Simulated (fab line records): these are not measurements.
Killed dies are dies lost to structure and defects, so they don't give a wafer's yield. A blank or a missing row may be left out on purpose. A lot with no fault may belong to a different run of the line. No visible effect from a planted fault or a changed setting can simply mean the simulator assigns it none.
Comparing a struck lot with a sound one :: flow sky130 :: 33 out of 708 route steps
Sound: wafers L616.2, L616.5, L616.6. Wafers L605.1, L605.5, L605.6 were the ones struck. The cause is named last.
Order at every step that has rows: each side's tool, ch and its chambers, its first start. Under that, the readings that differ: sound wafers :: struck wafers :: difference of the means :: sigmas: that difference in standard deviations of wafers without a fault.
alike: readings whose means differ by less than 2 such deviations, and words and numbers that are the same on both sides. not compared: withheld readings, readings that some wafer has no value for, bounds like >300 that may hide the same value, and numbers for which the record gives no deviation and whose values overlap.
A row with sigmas, a row that says differs or no value, or rows on one side alone: a step with any of these is where the two part. Non-overlapping numbers with no deviation appear without sigmas and do not part them. Lack of a reading on every wafer of one side parts them only where that side has two or more wafers.

first, 7 steps without rows for these wafers: SKY_SONOS_TUNNEL_DEVELOP_06 (develop time 60 s); SKY_SONOS_TUNNEL_IMPLANT_09; SKY_SONOS_TUNNEL_WET_ETCH_10 (etches SiO2 in dHF, target depth 14 nm, time 280 s); SKY_SONOS_TUNNEL_STRIP_11 (strips in SPM, time 600 s); SKY_SONOS_TUNNEL_CLEAN_13 (cleans in dHF, time 20 s); SKY_SONOS_ONO_OXIDATION_00 (stabilise 600 s, purge 300 s, target thk 2.6 nm); SKY_SONOS_ONO_CVD_02 (deposits Si3N4 from DCS/NH3, target thk 10.5 nm, time 180 s).
SKY_SONOS_ONO_CVD_04: deposits SiO2 from SiH4/N2O, target thk 5.7199 nm.
  sound on lpcvd-03 ch 1, day 18 09:52; struck on lpcvd-03 ch 1, day 14 06:37
reading: model.SiO2_of_SONOS_ONO_CVD_04.thk-nm (nm)
sound: 5.753 5.837 5.806
struck: 4.569 4.555 4.623
difference: -1.216
sigmas: 
SKY_SONOS_ONO_THK_MEAS_05:
  struck on film-metro-03, day 14 08:05; sound on film-metro-02, day 18 11:07
reading: SONOS_ONO_CVD_04_THK (nm)
sound: 5.71 5.84 5.80
struck: 4.58 4.50 4.64
difference: -1.21
sigmas: -11
  not compared: hold
then, 22 steps without rows for these wafers: SKY_SONOS_ONO_HMDS_07 (prime time 60 s); SKY_SONOS_ONO_COAT_08 (resist thk 1140 nm); SKY_SONOS_ONO_SOFTBAKE_09 (time 60 s); SKY_SONOS_ONO_EXPOSE_10 (exposes mask ONOM, target cd 410 nm); SKY_SONOS_ONO_PEB_11; SKY_SONOS_ONO_DEVELOP_12 (develop time 60 s); SKY_SONOS_ONO_ETCH_15 (etches the open film in CHF3/O2, target depth 19.52 nm, time 7.8 s); SKY_SONOS_ONO_WET_ETCH_16 (etches SiO2 in dHF, target depth 14 nm, time 280 s); SKY_SONOS_ONO_STRIP_17 (strips in O2/N2); SKY_SONOS_ONO_WET_ETCH_18 (etches Si3N4 in H3PO4, target depth 15 nm, time 172 s); SKY_GATE_OXIDE_CLEAN_00 (cleans in SC1/SC2, time 150 s); SKY_GATE_OXIDE_OXIDATION_01 (stabilise 600 s, purge 300 s, target thk 10.268 nm); SKY_GATE_OXIDE_DEHYDRATE_03 (time 60 s); SKY_GATE_OXIDE_HMDS_04 (prime time 60 s); SKY_GATE_OXIDE_COAT_05 (resist thk 1140 nm); SKY_GATE_OXIDE_SOFTBAKE_06 (time 60 s); SKY_GATE_OXIDE_EXPOSE_07 (exposes mask LVOM, target cd 600 nm); SKY_GATE_OXIDE_PEB_08; SKY_GATE_OXIDE_DEVELOP_09 (develop time 60 s); SKY_GATE_OXIDE_IMPLANT_11; SKY_GATE_OXIDE_WET_ETCH_12 (etches SiO2 in dHF, target depth 16.8 nm, time 336 s); SKY_GATE_OXIDE_STRIP_13 (strips in O2/N2).
-- the record jumps here: 2 days lie between the struck wafers' starts before and after --
SKY_GATE_OXIDE_CLEAN_15: cleans in SC1/SC2, time 150 s.
  sound on wet-bench-01 ch 1, day 21 02:21; struck on wet-bench-03 ch 1, day 16 15:57
reading: model.SiO2_of_SONOS_ONO_CVD_04.thk-nm (nm)
sound: 4.238 4.32 4.287
struck: 3.045 3.04 3.102
difference: -1.219
sigmas: 
-- the record jumps here: 31 days lie between the struck wafers' starts before and after (it left off in module GATE_OXIDE and takes up again in module PAD_OPEN, whose first step shown is number 708 of the route) --
SKY_PAD_OPEN_PROBE_99:
  struck on prober-02, day 47 22:56; sound on prober-02, day 50 09:04
reading: model.etest.sonos-erased.drive-ua-um
sound: 186.3 183.1 198.8
struck: 220.5 215.7 202.9
difference: +23.6
sigmas: 

reading: model.etest.sonos-uncharged.r-on-ohm-um
sound: 792.2 795 797.9
struck: 774.5 771.3 764.7
difference: -24.9
sigmas: 

reading: model.etest.cap-ono.gate-log10-a-cm2
sound: -7.884 -8.005 -8.027
struck: -6.389 -6.462 -6.631
difference: +1.478
sigmas: 

reading: model.etest.cap-ono.gate-bv-v (V)
sound: 16.6 16.51 16.44
struck: 15.16 15.42 15.29
difference: -1.23
sigmas: 

reading: model.etest.cap-ono.tox-acc-nm (nm)
sound: 12.87 12.9 12.95
struck: 11.68 11.75 11.83
difference: -1.15
sigmas: 

reading: model.etest.sonos-programmed.vt-v (V)
sound: 1.47 1.413 1.42
struck: 1.875 1.904 1.874
difference: +0.450
sigmas: 

reading: model.etest.sonos-baked.vt-v (V)
sound: 0.9164 0.8781 0.8878
struck: 1.284 1.28 1.262
difference: +0.381
sigmas: 

reading: model.etest.sonos-erased.vt-v (V)
sound: -2.311 -2.286 -2.295
struck: -2.51 -2.512 -2.486
difference: -0.21
sigmas: 
  alike: killed_at_M0_to_M3, killed_at_M4_up, killed-at-contacts, killed-at-front-end, killed-at-other, killed-dies, killed-open, killed-short

== WHERE THEY PART ==
Within this record, at SKY_SONOS_ONO_THK_MEAS_05 only. Later steps at which nothing parts them and some readings are alike: SKY_PAD_OPEN_PROBE_99.

WHY: whatever the simulator had introduced
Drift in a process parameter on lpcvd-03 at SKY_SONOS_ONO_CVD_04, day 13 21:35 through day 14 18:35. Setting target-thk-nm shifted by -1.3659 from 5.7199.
